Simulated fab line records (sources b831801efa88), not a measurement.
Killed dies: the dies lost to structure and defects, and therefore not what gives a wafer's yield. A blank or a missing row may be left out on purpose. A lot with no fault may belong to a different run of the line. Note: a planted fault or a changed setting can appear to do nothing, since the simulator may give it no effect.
fab line records	flow sky130
record lots=6	wafers=18	lastDay=50
route steps=708 shown NWELL@77 PWDE@84 VT_ADJUST_HVTP@85 PAD_OPEN@708
lots that met no fault: taken from a fault-free run of the same line
startH: the number of hours between the record's first day and the start of the first shown wafer of the lot	waitH: hours from the lot's prior step to this one	" as in the row above	L1.1+2: one row covering several wafers at once	- no value, or no start given	* or withheld: withheld	< > ~ a bound
route shown NAME@n: NAME is a module with steps in the file, n the number in the route of the first one	usual: mean and standard deviation over wafers with no fault	same: alike in all rows	chamber/n: place in a boat	sites: readings site by site	_std_site: standard deviation across them	_edge_site: inner sites' mean taken away from outer sites' mean	radiusMm: how far each site lies from the wafer's centre	mask NAME#n: copy n	behind: tool/chamber where the wafer was last shaped	hold: why the lot was held/for how many hours/how that ended	device: which transistor (n, p or np) failed to switch	end of line: at the end of the route, the tests of the same wafers	a step without rows: its recipe alone	killed: at the first sort, the dies lost to defects and structure; wafer yield is something else	map: a wafer's dies, marking killed ones x, the rest . and places with no die _
set.NAME: the setting the step ran with; set.NAME@STEP: the setting that earlier step ran with	model.NAME: the simulator's own value behind a step, which no gauge read
a table for each step, a row for each wafer; lots at some steps of the route
services: the hour from which a tool's chamber was out of use, counted from the record's first day as startH (under 0 if before that day), plus the number of hours and why
## steps
# step SKY_NWELL_IMPLANT_24
# recipe species=B	energyKev=140	doseCm2=9.2e+12	tiltDeg=withheld
# step SKY_NWELL_STRIP_25
# recipe chemistry=O2/N2	powerW=1400	pressureMtorr=1500	platenTempC=withheld	o2FlowSccm=3000	n2FlowSccm=300	overashFraction=0.5
# usual drypumpMotorCurrentA=5.6/0.5	oesProductAu=0.722/0.0044	stripTimeToEndpointS=36.95/0.091
lot.wafer	tool	chamber	startH	waitH	drypumpMotorCurrentA	oesProductAu	rfHoursCounterH	stripTimeToEndpointS
L560.1	plasmaAsher-02	1	106.15	0.1	5.7	0.717	43	36.90
L560.5	"	1	"	"	5.7	0.724	-	37.01
L560.6	"	0	"	"	5.3	0.722	-	37.07
L571.2	plasmaAsher-02	0	174.84	0.1	5.3	0.719	6	36.84
L571.3	"	0	"	"	5.3	0.726	-	36.89
L571.6	"	1	"	"	5.7	0.716	-	36.94
L576.2	plasmaAsher-04	1	200.04	0.1	6.3	0.721	40	37.06
L576.3	"	1	"	"	6.3	0.726	-	36.95
L576.4	"	0	"	"	5.0	0.724	-	36.98
L579.1	plasmaAsher-02	0	222.37	0.1	5.3	0.726	10	36.96
L579.5	"	1	"	"	5.7	0.721	-	36.98
L579.6	"	0	"	"	5.3	0.724	-	36.99
L580.1	plasmaAsher-04	1	228.85	0.1	6.3	0.719	43	36.86
L580.2	"	0	"	"	5.0	0.722	43	36.72
L580.6	"	0	"	"	5.0	0.722	-	36.78
L582.1	plasmaAsher-04	1	239.32	0.1	6.4	0.720	44	37.03
L582.5	"	0	"	"	5.0	0.729	-	36.99
L582.6	"	1	"	"	6.3	0.717	-	37.02
# step SKY_NWELL_TW_MEAS_26
# usual NWELL_2_TW=499/4.1
lot.wafer	tool	chamber	startH	waitH	NWELL_2_TW
L560.1	filmMetro-01	-	106.25	0.1	502
L560.5	"	-	"	"	502
L560.6	"	-	"	"	503
L571.2	filmMetro-01	-	174.95	0.1	503
L571.3	"	-	"	"	503
L571.6	"	-	"	"	504
L576.2	filmMetro-04	-	200.15	0.1	504
L576.3	"	-	"	"	504
L576.4	"	-	"	"	506
L579.1	filmMetro-02	-	222.47	0.1	495
L579.5	"	-	"	"	495
L579.6	"	-	"	"	494
L580.1	filmMetro-02	-	228.95	0.1	497
L580.2	"	-	"	"	496
L580.6	"	-	"	"	495
L582.1	filmMetro-01	-	239.42	0.1	503
L582.5	"	-	"	"	504
L582.6	"	-	"	"	501
# step SKY_NWELL_CLEAN_27
# recipe chemistry=SC1/SC2	mix=1:4:20	tempC=70	timeS=150	dry=n2Spin
# step SKY_NWELL_RTA_28
# recipe tempC=1050	timeS=30	idleTempC=650	rampUpCPerS=150	rampDownCPerS=90	ambient=N2
# usual lampPowerPct=25.31/0.053	rampUpCPerS=150.00/0.028	wafer_temp_C_max=1054.8/0.85
lot.wafer	tool	chamber	startH	waitH	lampPowerPct	rampUpCPerS	wafer_temp_C_max
L560.1	rtpAnneal-02	0	106.36	0.0	25.28	150.01	1055.9
L560.5	"	0	"	"	25.38	149.99	1054.4
L560.6	"	0	"	"	25.33	150.00	1054.8
L571.2	rtpAnneal-02	0	175.07	0.0	25.36	150.04	1054.6
L571.3	"	0	"	"	25.32	149.99	1054.4
L571.6	"	0	"	"	25.32	150.01	1054.9
L576.2	rtpAnneal-02	0	200.31	0.0	25.19	149.96	1053.7
L576.3	"	0	"	"	25.23	150.01	1053.7
L576.4	"	0	"	"	25.31	149.99	1054.6
L579.1	rtpAnneal-01	0	222.58	0.0	25.32	150.03	1055.4
L579.5	"	0	"	"	25.40	150.02	1054.4
L579.6	"	0	"	"	25.39	150.01	1055.1
L580.1	rtpAnneal-01	0	229.06	0.0	25.28	150.00	1056.1
L580.2	"	0	"	"	25.34	150.03	1054.1
L580.6	"	0	"	"	25.25	150.00	1055.1
L582.1	rtpAnneal-01	0	239.53	0.0	25.24	150.03	1055.6
L582.5	"	0	"	"	25.28	150.01	1054.1
L582.6	"	0	"	"	25.27	150.02	1053.9
# step SKY_NWELL_RS_MEAS_29
# recipe thkMeasGauge=four-point-probe
# usual NWELL_RS=625.0/1.4
lot.wafer	tool	chamber	startH	waitH	NWELL_RS[ohm/sq]
L560.1	filmMetro-04	-	106.46	0.1	623.5
L560.5	"	-	"	"	622.5
L560.6	"	-	"	"	622.6
L571.2	filmMetro-01	-	175.17	0.1	624.8
L571.3	"	-	"	"	625.4
L571.6	"	-	"	"	626.6
L576.2	filmMetro-02	-	200.42	0.1	624.2
L576.3	"	-	"	"	623.8
L576.4	"	-	"	"	623.8
L579.1	filmMetro-04	-	222.68	0.1	624.2
L579.5	"	-	"	"	624.3
L579.6	"	-	"	"	623.5
L580.1	filmMetro-04	-	229.16	0.1	624.8
L580.2	"	-	"	"	623.0
L580.6	"	-	"	"	624.4
L582.1	filmMetro-02	-	239.63	0.1	624.9
L582.5	"	-	"	"	625.7
L582.6	"	-	"	"	625.7
# step SKY_NWELL_RS_MEAS_31
# recipe thkMeasGauge=four-point-probe
# usual PWDE_RS=5274/18
lot.wafer	tool	chamber	startH	waitH	PWDE_RS[ohm/sq]
L560.1	filmMetro-04	-	106.70	0.1	5264
L560.5	"	-	"	"	5290
L560.6	"	-	"	"	5266
L571.2	filmMetro-01	-	175.41	0.1	5303
L571.3	"	-	"	"	5289
L571.6	"	-	"	"	5301
L576.2	filmMetro-02	-	200.66	0.1	5295
L576.3	"	-	"	"	5272
L576.4	"	-	"	"	5263
L579.1	filmMetro-04	-	222.92	0.1	5249
L579.5	"	-	"	"	5257
L579.6	"	-	"	"	5266
L580.1	filmMetro-04	-	229.40	0.1	5270
L580.2	"	-	"	"	5268
L580.6	"	-	"	"	5289
L582.1	filmMetro-02	-	239.87	0.1	5254
L582.5	"	-	"	"	5273
L582.6	"	-	"	"	5273
# step SKY_VT_ADJUST_HVTP_DEHYDRATE_00
# recipe tempC=200	timeS=60
# step SKY_VT_ADJUST_HVTP_HMDS_01
# recipe primeTimeS=60	primeTempC=120
# step SKY_VT_ADJUST_HVTP_COAT_02
# recipe resist=NOVOLAK	spinRpm=3000	resistThkNm=1140
# step SKY_VT_ADJUST_HVTP_SOFTBAKE_03
# recipe tempC=90	timeS=60	resist=NOVOLAK
# step SKY_VT_ADJUST_HVTP_EXPOSE_04
# recipe maskId=HVTPM	na=0.6	sourceShape=conventional	sigmaOuter=0.6	polarization=unpolarized	targetCdNm=380	doseMj=140
# usual exposureDoseMJCm2=139.99/0.14
lot.wafer	tool	chamber	startH	waitH	mask	exposureDoseMJCm2
L560.1	ilineStepper-01	0	115.80	-	HVTPM#0	140.00
L560.5	"	0	"	"	HVTPM#0	139.91
L560.6	"	0	"	"	HVTPM#0	139.95
L571.2	ilineStepper-01	0	186.34	-	HVTPM#0	140.20
L571.3	"	0	"	"	HVTPM#0	140.13
L571.6	"	0	"	"	HVTPM#0	140.06
L576.2	ilineStepper-02	0	211.86	-	HVTPM#0	140.00
L576.3	"	0	"	"	HVTPM#0	139.99
L576.4	"	0	"	"	HVTPM#0	139.89
L579.1	ilineStepper-01	0	233.56	-	HVTPM#0	140.13
L579.5	"	0	"	"	HVTPM#0	139.96
L579.6	"	0	"	"	HVTPM#0	140.00
L580.1	ilineStepper-01	0	240.63	-	HVTPM#0	139.97
L580.2	"	0	"	"	HVTPM#0	139.97
L580.6	"	0	"	"	HVTPM#0	139.99
L582.1	ilineStepper-02	0	252.00	-	HVTPM#0	140.08
L582.5	"	0	"	"	HVTPM#0	140.00
L582.6	"	0	"	"	HVTPM#0	140.00
# step SKY_VT_ADJUST_HVTP_PEB_05
# recipe tempC=withheld	timeS=*	resist=NOVOLAK
# step SKY_VT_ADJUST_HVTP_DEVELOP_06
# recipe resist=NOVOLAK	developer=TMAH	developTimeS=60	devTempC=23
# step SKY_VT_ADJUST_HVTP_CD_MEAS_07
# recipe targetCdNm=380
# usual cdNm=380.3/2.5
lot.wafer	tool	chamber	startH	waitH	cdNm
L560.1	cdSem-02	-	124.70	0.1	380.2
L560.5	"	-	"	"	378.9
L560.6	"	-	"	"	376.4
L571.2	cdSem-01	-	197.62	0.1	379.7
L571.3	"	-	"	"	380.4
L571.6	"	-	"	"	379.7
L576.2	cdSem-02	-	222.52	0.1	377.0
L576.3	"	-	"	"	379.7
L576.4	"	-	"	"	381.7
L579.1	cdSem-02	-	244.98	0.1	358.4
L579.5	"	-	"	"	375.7
L579.6	"	-	"	"	378.7
L580.1	cdSem-01	-	252.30	0.1	367.4
L580.2	"	-	"	"	383.2
L580.6	"	-	"	"	383.0
L582.1	cdSem-02	-	263.61	0.1	381.4
L582.5	"	-	"	"	381.0
L582.6	"	-	"	"	386.4
# step SKY_VT_ADJUST_HVTP_OVL_MEAS_08
# usual VT_ADJUST_HVTP_OVL=1.2/1.4
lot.wafer	tool	chamber	startH	waitH	VT_ADJUST_HVTP_OVL[nm]
L560.1	overlay-01	-	124.82	0.1	3.2
L560.5	"	-	"	"	0.0
L560.6	"	-	"	"	0.9
L571.2	overlay-02	-	197.73	0.1	-1.3
L571.3	"	-	"	"	-1.7
L571.6	"	-	"	"	-2.7
L576.2	overlay-01	-	222.63	0.1	1.6
L576.3	"	-	"	"	0.4
L576.4	"	-	"	"	-0.3
L579.1	overlay-02	-	245.10	0.1	0.0
L579.5	"	-	"	"	0.7
L579.6	"	-	"	"	1.9
L580.1	overlay-01	-	252.42	0.1	-0.9
L580.2	"	-	"	"	1.7
L580.6	"	-	"	"	1.2
L582.1	overlay-02	-	263.73	0.1	1.5
L582.5	"	-	"	"	2.8
L582.6	"	-	"	"	2.8
# step SKY_PAD_OPEN_PROBE_99
# usual killed_at_M0_to_M3=43/7.1	killed_at_M4_up=3.2/1.9	killedAtContacts=23/5.1	killedAtFrontEnd=15/4.5	killedAtOther=0.4/0.65	killedDies=85/9.4	killedOpen=47/6.8	killedShort=38/6.1
# same grossDies=492	killedAtBackSide=0
lot.wafer	tool	chamber	startH	waitH	killed_at_M0_to_M3	killed_at_M4_up	killedAtContacts	killedAtFrontEnd	killedAtOther	killedDies	killedOpen	killedShort
L560.1	prober-02	-	1082.61	0.1	43	6	23	11	1	84	42	42
L560.5	prober-02	-	1082.81	0.2	42	6	28	11	0	87	57	30
L560.6	prober-02	-	1082.86	0.2	48	2	19	23	0	92	48	44
L571.2	prober-01	-	1156.83	0.1	43	3	23	12	0	81	47	32
L571.3	prober-01	-	1156.88	0.2	55	4	20	19	1	99	56	43
L571.6	prober-01	-	1157.03	0.2	51	5	22	15	0	93	52	41
L576.2	prober-02	-	1177.36	0.1	37	0	28	8	0	73	39	34
L576.3	prober-02	-	1177.41	0.2	50	2	26	21	0	99	56	43
L576.4	prober-02	-	1177.46	0.2	45	2	29	13	0	89	51	38
L579.1	prober-01	-	1189.73	0.1	39	6	13	22	1	81	38	42
L579.5	prober-01	-	1189.93	0.2	44	1	26	10	1	82	41	41
L579.6	prober-01	-	1189.98	0.2	32	2	33	20	1	88	48	39
L580.1	prober-02	-	1193.46	0.1	40	5	19	10	0	74	37	37
L580.2	prober-02	-	1193.51	0.1	36	2	15	10	1	64	38	26
L580.6	prober-02	-	1193.71	0.2	35	2	23	13	0	73	40	33
L582.1	prober-02	-	1203.68	0.1	52	6	33	9	0	100	59	41
L582.5	prober-02	-	1203.88	0.2	34	4	17	5	0	60	43	17
L582.6	prober-02	-	1203.93	0.2	47	3	23	17	0	90	41	49
# killed by level:class
L560.1 VIA1:geometricParticle:open=12 VIA3:geometricParticle:open=8 CONTACT:geometricParticle:open=7 METAL4:geometricParticle:short=6 VIA3:geometricParticle:short=6 LOCAL_INTERCONNECT:geometricParticle:short=5 LI_CONTACT:geometricParticle:open=4 POLY_GATE:geometricParticle:short=4
L560.5 VIA1:geometricParticle:open=12 VIA3:geometricParticle:open=11 LI_CONTACT:geometricParticle:open=9 CONTACT:geometricParticle:open=8 CONTACT:geometricParticle:short=6 FIELD_ISO:geometricParticle:open=5 VIA1:geometricParticle:short=4 VIA2:geometricParticle:open=4
L560.6 VIA1:geometricParticle:open=12 FIELD_ISO:geometricParticle:open=8 METAL1:geometricParticle:short=7 VIA2:geometricParticle:open=7 POLY_GATE:geometricParticle:short=6 VIA1:geometricParticle:short=6 CONTACT:geometricParticle:open=6 LI_CONTACT:geometricParticle:open=5
L571.2 CONTACT:geometricParticle:open=11 VIA1:geometricParticle:open=9 VIA2:geometricParticle:open=6 VIA3:geometricParticle:open=6 METAL1:geometricParticle:short=5 VIA2:geometricParticle:short=4 METAL3:geometricParticle:short=4 POLY_GATE:geometricParticle:short=3
L571.3 VIA1:geometricParticle:open=17 CONTACT:geometricParticle:open=9 VIA3:geometricParticle:short=7 METAL1:geometricParticle:short=6 METAL2:geometricParticle:short=5 VIA2:geometricParticle:open=5 FIELD_ISO:geometricParticle:open=4 CONTACT:geometricParticle:short=4
L571.6 VIA1:geometricParticle:open=13 LI_CONTACT:geometricParticle:open=9 VIA3:geometricParticle:open=7 METAL1:geometricParticle:short=7 CONTACT:geometricParticle:open=6 METAL2:geometricParticle:short=6 VIA1:geometricParticle:short=5 VIA2:geometricParticle:short=5
L576.2 CONTACT:geometricParticle:open=10 LI_CONTACT:geometricParticle:open=8 VIA1:geometricParticle:open=7 METAL2:geometricParticle:short=7 VIA2:geometricParticle:short=5 VIA1:geometricParticle:short=5 LOCAL_INTERCONNECT:geometricParticle:short=4 VIA2:geometricParticle:open=4
L576.3 VIA2:geometricParticle:open=12 CONTACT:geometricParticle:open=9 VIA1:geometricParticle:open=7 VIA3:geometricParticle:open=7 POLY_GATE:geometricParticle:open=6 POLY_GATE:geometricParticle:short=5 LOCAL_INTERCONNECT:geometricParticle:short=5 METAL1:geometricParticle:short=5
L576.4 CONTACT:geometricParticle:open=12 VIA3:geometricParticle:open=11 LI_CONTACT:geometricParticle:open=7 METAL2:geometricParticle:short=7 VIA1:geometricParticle:short=6 VIA1:geometricParticle:open=6 CONTACT:geometricParticle:short=5 POLY_GATE:geometricParticle:open=4
L579.1 METAL2:geometricParticle:short=7 VIA1:geometricParticle:open=6 VIA2:geometricParticle:open=6 POLY_GATE:geometricParticle:short=5 METAL4:geometricParticle:short=5 FIELD_ISO:geometricParticle:short=4 LI_CONTACT:geometricParticle:short=4 VIA3:geometricParticle:open=4
L579.5 VIA2:geometricParticle:open=12 LI_CONTACT:geometricParticle:open=11 VIA1:geometricParticle:open=9 CONTACT:geometricParticle:short=6 METAL2:geometricParticle:short=6 VIA3:geometricParticle:short=5 POLY_GATE:geometricParticle:short=4 LOCAL_INTERCONNECT:geometricParticle:short=4
L579.6 CONTACT:geometricParticle:open=13 LI_CONTACT:geometricParticle:open=7 CONTACT:geometricParticle:short=7 FIELD_ISO:geometricParticle:short=6 VIA3:geometricParticle:open=6 FIELD_ISO:geometricParticle:open=5 VIA1:geometricParticle:open=5 LOCAL_INTERCONNECT:geometricParticle:short=4
L580.1 VIA1:geometricParticle:open=12 CONTACT:geometricParticle:short=7 CONTACT:geometricParticle:open=6 VIA3:geometricParticle:open=6 METAL1:geometricParticle:short=5 VIA1:geometricParticle:short=5 METAL2:geometricParticle:short=4 METAL4:geometricParticle:short=4
L580.2 VIA1:geometricParticle:open=7 VIA2:geometricParticle:open=5 CONTACT:geometricParticle:open=5 POLY_GATE:geometricParticle:open=4 LI_CONTACT:geometricParticle:open=4 VIA3:geometricParticle:open=4 VIA1:geometricParticle:short=4 VIA3:geometricParticle:short=4
L580.6 CONTACT:geometricParticle:open=12 VIA1:geometricParticle:open=6 VIA2:geometricParticle:open=6 FIELD_ISO:geometricParticle:short=5 CONTACT:geometricParticle:short=4 METAL2:geometricParticle:short=4 VIA3:geometricParticle:open=4 LI_CONTACT:geometricParticle:short=3
L582.1 CONTACT:geometricParticle:open=12 VIA2:geometricParticle:open=11 VIA1:geometricParticle:open=11 LOCAL_INTERCONNECT:geometricParticle:short=8 METAL1:geometricParticle:short=7 LI_CONTACT:geometricParticle:open=6 CONTACT:geometricParticle:short=5 VIA3:geometricParticle:open=5
L582.5 VIA3:geometricParticle:open=10 VIA1:geometricParticle:open=9 CONTACT:geometricParticle:open=7 VIA2:geometricParticle:open=6 LI_CONTACT:geometricParticle:open=3 VIA1:geometricParticle:short=3 METAL4:geometricParticle:open=2 FIELD_ISO:geometricParticle:open=2
L582.6 VIA1:geometricParticle:open=9 VIA1:geometricParticle:short=8 FIELD_ISO:geometricParticle:open=7 FIELD_ISO:geometricParticle:short=7 LI_CONTACT:geometricParticle:short=5 LI_CONTACT:geometricParticle:open=5 CONTACT:geometricParticle:short=5 VIA3:geometricParticle:open=5
## services
tool	chamber	startH	hours	kind
ilineStepper-02	-	97.53	1.7	pm
ilineStepper-01	0	105.39	-	calibration
plasmaAsher-02	-	108.75	9.0	pm
plasmaAsher-02	0	108.75	9.0	ventCycle
plasmaAsher-02	1	108.75	9.0	ventCycle
plasmaAsher-02	0	117.75	-	clean
plasmaAsher-02	1	117.75	-	clean
plasmaAsher-02	-	130.40	1.4	repair
rtpAnneal-01	-	185.67	6.1	pm
plasmaAsher-02	-	193.60	2.8	repair
ilineStepper-01	-	210.09	1.7	pm
ilineStepper-02	0	220.30	-	calibration
rtpAnneal-02	-	225.37	4.7	pm
ilineStepper-02	-	226.18	0.7	repair
## key
firstSign step=SKY_VT_ADJUST_HVTP_CD_MEAS_07	reading=cdNm	direction=down	sigmas=7.1	usual=380.3	struck=362.9
effect none on later readings
metAt SKY_VT_ADJUST_HVTP_EXPOSE_04
struckWafers L579.1,L580.1
testerLeftOut L579,L580
onsetBetween 186.34 233.56
fault kind=processParameterDrift	tool=ilineStepper-01	chamber=-	onsetH=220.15	steps=SKY_VT_ADJUST_HVTP_EXPOSE_04	channel=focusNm	offset=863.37	shape=step	endH=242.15	scope=struckWafersOnly
# testerLeftOut: of these lots the tester's yield and bins aren't shown, on N5 and GAA mostly nor the transistor test; their killed dies are dies lost to structure and defects alone, not to doping, threshold or leakage, so they don't give the yield
